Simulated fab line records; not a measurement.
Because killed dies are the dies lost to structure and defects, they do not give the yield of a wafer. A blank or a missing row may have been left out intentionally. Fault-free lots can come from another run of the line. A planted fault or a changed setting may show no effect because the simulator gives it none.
Struck lot and sound lot, side by side :: flow gf180mcu :: 17 out of 602 route steps
Sound: these wafers, L148.1, L148.2, L148.3. Struck: wafer L156.4. (L156.6 of the same lot was not struck and is left out.) The cause comes at the end.
For every step that has rows: the tool of each side, followed by ch and its chambers, followed by its first start. Under that, the readings that differ: sound wafers :: struck wafers :: difference of the means :: sigmas: that difference in standard deviations of wafers without a fault.
alike: words and numbers the same on both sides, and readings whose means are apart by under 2 such deviations; not compared: readings that were withheld, readings missing a value for some wafer, numbers with overlapping values and no deviation given by the record, and bounds like >300 which may hide the same value.
Wherever a step has rows on one side only, a row that says differs or no value, or a row with sigmas, the two part there. Numbers that have no deviation but don't overlap get no sigmas and don't part them. A reading missing from all wafers of one side parts the sides only when that side holds two or more wafers.

first, 1 step without rows for these wafers: GF_STI_OXIDATION_01 (stabilise 600 s, purge 300 s, target thk 10 nm).
GF_STI_THK_MEAS_02:
  sound: film_metro-04 at day 3 19:09; struck: film_metro-04 at day 5 10:32
  alike: STI_OXIDATION_THK
then, 1 step without rows for these wafers: GF_STI_CVD_03 (deposits Si3N4 from DCS/NH3, target thk 207.16 nm, time 3551 s).
GF_STI_THK_MEAS_04:
  sound: film_metro-03 at day 3 21:12; struck: film_metro-04 at day 5 12:35
reading: STI_CVD_03_THK (nm)
sound: 206.0 206.9 208.0
struck: 202.6
difference: -4.4
sigmas: -2
then, 7 steps without rows for these wafers: GF_STI_DEHYDRATE_05 (time 60 s); GF_STI_HMDS_06 (prime time 60 s); GF_STI_COAT_07 (resist thk 700 nm); GF_STI_SOFTBAKE_08 (time 60 s); GF_STI_EXPOSE_09 (exposes mask COMP, target cd 220 nm); GF_STI_PEB_10 (peb time 90 s); GF_STI_DEVELOP_11 (develop time 60 s).
GF_STI_CD_MEAS_12: target cd 220 nm.
  sound: cd_sem-01 at day 4 10:54; struck: cd_sem-02 at day 6 03:36
reading: cd_nm (nm)
sound: 221.3 222.4 220.5
struck: 219.2
difference: -2.2
sigmas: -2
GF_STI_ETCH_13: etches the open film in CHF3/O2, stops on Si, target depth 282.31 nm, time 112.9 s.
  sound on rie_diel-03 ch 0,1,3, day 4 11:01; struck on rie_diel-03 ch 0, day 6 03:42
reading: oes_product_au (a.u.)
sound: 0.838 0.829 0.830
struck: 1.002
difference: +0.170
sigmas: +26

reading: run_length_s (s)
sound: 141.6 140.2 141.7
struck: 119.5
difference: -21.7
sigmas: -37

reading: throttle_valve_pct (%)
sound: 8.813 8.814 8.810
struck: 8.857
difference: +0.045
sigmas: +5

reading: model.KrF_of_STI_COAT_07.thk_nm (nm)
sound: 439.7 436.4 435.8
struck: 491.3
difference: +54.0
sigmas: 
  alike: drypump_motor_current_A
  not compared: bias_w, rf_hours_counter_h
GF_STI_ETCH_14: etches Si in HBr/Cl2/O2, target depth 360 nm, time 102.9 s.
  sound on rie_si-01 ch 1,2,3, day 4 11:06; struck on rie_si-02 ch 1, day 6 03:47
reading: throttle_valve_pct (%)
sound: 25.649 25.649 25.662
struck: 25.674
difference: +0.021
sigmas: +2

reading: model.KrF_of_STI_COAT_07.thk_nm (nm)
sound: 320.1 316.5 316
struck: 372.1
difference: +54.6
sigmas: 
  alike: bias_w, drypump_motor_current_A, oes_product_au, run_length_s
  not compared: rf_hours_counter_h
GF_STI_STRIP_15: strips in O2/N2.
  sound on plasma_asher-04 ch 0,1, day 4 11:10; struck on plasma_asher-02 ch 1, day 6 03:51
reading: oes_product_au (a.u.)
sound: 0.388 0.383 0.375
struck: 0.409
difference: +0.027
sigmas: +6

reading: strip_time_to_endpoint_s (s)
sound: 3.74 3.69 3.68
struck: 4.27
difference: +0.57
sigmas: +15
  alike: drypump_motor_current_A, heater_power_w
  not compared: rf_hours_counter_h
then, 1 step without rows for these wafers: GF_STI_CLEAN_16 (cleans in dHF, time 25 s).
-- the record jumps here: 28 days lie between the struck wafers' starts before and after (it left off in module STI and takes up again in module PASSIVATION, whose first step shown is number 602 of the route) --
GF_PASSIVATION_PROBE_99:
  record: rows for the struck wafers here (prober-01, day 34 15:04), none for the sound ones

== WHERE THEY PART ==
At GF_STI_THK_MEAS_04 first; at GF_PASSIVATION_PROBE_99 last (within this record only).

WHY: the cause the simulator had injected
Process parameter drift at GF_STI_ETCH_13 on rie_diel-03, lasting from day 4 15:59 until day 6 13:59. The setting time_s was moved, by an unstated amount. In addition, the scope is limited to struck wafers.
